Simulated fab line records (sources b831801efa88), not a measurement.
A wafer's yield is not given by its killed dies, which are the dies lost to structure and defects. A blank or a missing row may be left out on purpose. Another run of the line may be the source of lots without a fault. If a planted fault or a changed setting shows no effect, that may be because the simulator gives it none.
Which tool is to blame? -- flow sky130 -- Sampling: 10 lots, 30 wafers, 6 of 708 route steps

## WHAT THE GAUGES SHOWED, per wafer
SKY_CAPM_RS_MEAS_03: uses a four-point probe to measure.
lot,measured,on,CAPM_TIN_RS (ohm/sq)
L545,day 37 02:04,film metro-02,6.95 6.90 6.95
L546,day 38 06:59,film metro-03,7.06 7.03 6.37
L555,day 40 17:38,film metro-02,6.83 6.77 6.73
L557,day 41 16:34,film metro-03,6.92 6.78 6.92
L559,day 41 20:57,film metro-02,6.82 6.92 6.86
L560,day 41 23:22,film metro-03,6.99 7.00 6.96
L562,day 42 07:34,film metro-03,6.95 6.98 6.93
L563,day 42 10:06,film metro-02,6.92 6.99 6.99
L564,day 43 02:52,film metro-02,7.08 7.07 7.11
L565,day 43 07:15,film metro-02,7.01 7.03 7.00

SKY_CAPM_THK_MEAS_04: measures by xrf.
lot,measured,on,CAPM_TIN_THK (nm)
L545,day 37 02:09,film metro-02,197.5 196.8 197.0
L546,day 38 07:04,film metro-03,194.0 194.2 213.6
L555,day 40 17:45,film metro-02,200.5 202.5 203.7
L557,day 41 16:40,film metro-03,198.0 202.1 198.5
L559,day 41 21:03,film metro-02,198.8 196.2 197.4
L560,day 41 23:29,film metro-03,196.8 195.8 197.2
L562,day 42 07:40,film metro-03,198.4 196.9 197.8
L563,day 42 10:13,film metro-02,198.3 196.7 196.8
L564,day 43 02:59,film metro-02,192.6 193.0 191.9
L565,day 43 07:22,film metro-02,194.2 195.5 195.9

SKY_CAPM_OVL_MEAS_12.
lot,measured,on,CAPM_OVL (nm)
L545,day 38 04:02,overlay-01,-0.1 -0.9 0.5
L546,day 39 07:28,overlay-01,0.3 0.3 0.4
L555,day 41 17:31,overlay-02,0.2 -0.7 -1.3
L557,day 42 15:38,overlay-02,0.4 0.9 -0.5
L559,day 42 18:56,overlay-02,-1.4 -0.1 -2.1
L560,day 42 22:10,overlay-01,-1.9 -0.8 -1.9
L562,day 43 05:55,overlay-01,-2.4 0.3 -2.9
L563,day 43 08:23,overlay-01,0.9 0.0 0.2
L564,day 44 01:28,overlay-02,-1.4 0.3 -1.7
L565,day 44 05:24,overlay-01,-0.9 0.3 -1.1

## EACH LOT AND THE TOOL THAT RAN IT (in order: tool; ch and the chambers of the sampled wafers; start)
lot,SKY_METAL2_DESCUM_17,SKY_METAL3_SPUTTER_00,SKY_CAPM_SPUTTER_02
L545,"rie metal-04 ch 0,1, day 35 21:16","pvd sputter-03, day 37 01:40","pvd sputter-01, day 37 01:53"
L546,"rie metal-04 ch 0, day 37 01:08","pvd sputter-02, day 38 06:34","pvd sputter-01, day 38 06:49"
L555,"rie metal-04 ch 0,1, day 39 14:19","pvd sputter-03, day 40 17:17","pvd sputter-04, day 40 17:32"
L557,"rie metal-02 ch 0,1, day 40 12:37","pvd sputter-03, day 41 16:11","pvd sputter-04, day 41 16:25"
L559,"rie metal-02 ch 0,1, day 40 16:55","pvd sputter-03, day 41 20:34","pvd sputter-04, day 41 20:48"
L560,"rie metal-04 ch 0,1, day 40 18:55","pvd sputter-02, day 41 23:01","pvd sputter-01, day 41 23:15"
L562,"rie metal-02 ch 0,1, day 41 04:14","pvd sputter-03, day 42 07:11","pvd sputter-01, day 42 07:25"
L563,"rie metal-01 ch 1, day 41 07:32","pvd sputter-04, day 42 09:44","pvd sputter-01, day 42 09:58"
L564,"rie metal-02 ch 0,1, day 42 00:43","pvd sputter-04, day 43 02:31","pvd sputter-01, day 43 02:45"
L565,"rie metal-01 ch 0,1, day 42 03:16","pvd sputter-04, day 43 06:54","pvd sputter-01, day 43 07:08"
- SKY_METAL2_DESCUM_17: chemistry O2, time 8 s.
- SKY_METAL3_SPUTTER_00: material Ti, target thk 15 nm, time 10 s.
- SKY_CAPM_SPUTTER_02: material TiN, target thk 200 nm, time 166.7 s.

## WHAT THE TOOLS THEMSELVES READ (means of the sampled wafers that have a number; where no wafer has one, the mark that the record gives instead)
SKY_METAL2_DESCUM_17.
lot,tool,chamber pressure mTorr (mTorr),drypump motor current A (A),oes product au (a.u.)
L545,rie metal-04,10.007,6.0,1.012
L546,rie metal-04,10.000,5.7,1.011
L555,rie metal-04,10.001,6.0,1.002
L557,rie metal-02,9.997,6.5,1.012
L559,rie metal-02,10.004,6.5,1.010
L560,rie metal-04,10.001,6.0,1.007
L562,rie metal-02,9.997,6.5,1.004
L563,rie metal-01,10.000,5.9,0.993
L564,rie metal-02,10.000,6.5,1.010
L565,rie metal-01,9.999,6.0,1.002

SKY_METAL3_SPUTTER_00.
lot,tool,throttle valve pct (%)
L545,pvd sputter-03,31.8
L546,pvd sputter-02,29.5
L555,pvd sputter-03,31.4
L557,pvd sputter-03,31.5
L559,pvd sputter-03,31.5
L560,pvd sputter-02,29.4
L562,pvd sputter-03,31.8
L563,pvd sputter-04,29.8
L564,pvd sputter-04,29.0
L565,pvd sputter-04,30.0

SKY_CAPM_SPUTTER_02.
lot,tool,susceptor temp C (C),throttle valve pct (%)
L545,pvd sputter-01,299.97,31.9
L546,pvd sputter-01,300.08,30.7
L555,pvd sputter-04,299.86,30.0
L557,pvd sputter-04,299.68,28.8
L559,pvd sputter-04,300.01,29.9
L560,pvd sputter-01,300.06,30.8
L562,pvd sputter-01,300.00,30.9
L563,pvd sputter-01,299.95,31.7
L564,pvd sputter-01,299.95,31.1
L565,pvd sputter-01,300.21,31.0

## THE ANSWER, worked out from the rows above alone
Rule: the usual values come from the lots themselves. Put in order of their means at a reading, lots are off if they are a third of the lots or fewer, leave a main group of 4 or more, and stand apart from it by a gap of 3 or more times the standard deviation of the main group's means; of several such gaps the widest counts. If all means in a main group match to the digits the tables above print for the reading, that group is not used. A lot without any number at a reading at which 4 lots or more have one is off too. The other lots that the step has rows for count as sound. The gauges are gone through in route order, then the tools' own readings, and for those a lot's mean is taken as printed above. The first step at which some lot is off is used, and at that step the reading that is off furthest; a lot without a number counts as furthest.
Nothing can be told from this: no lot is off at any reading shown.

## WHAT THE SIMULATOR HAD INSERTED
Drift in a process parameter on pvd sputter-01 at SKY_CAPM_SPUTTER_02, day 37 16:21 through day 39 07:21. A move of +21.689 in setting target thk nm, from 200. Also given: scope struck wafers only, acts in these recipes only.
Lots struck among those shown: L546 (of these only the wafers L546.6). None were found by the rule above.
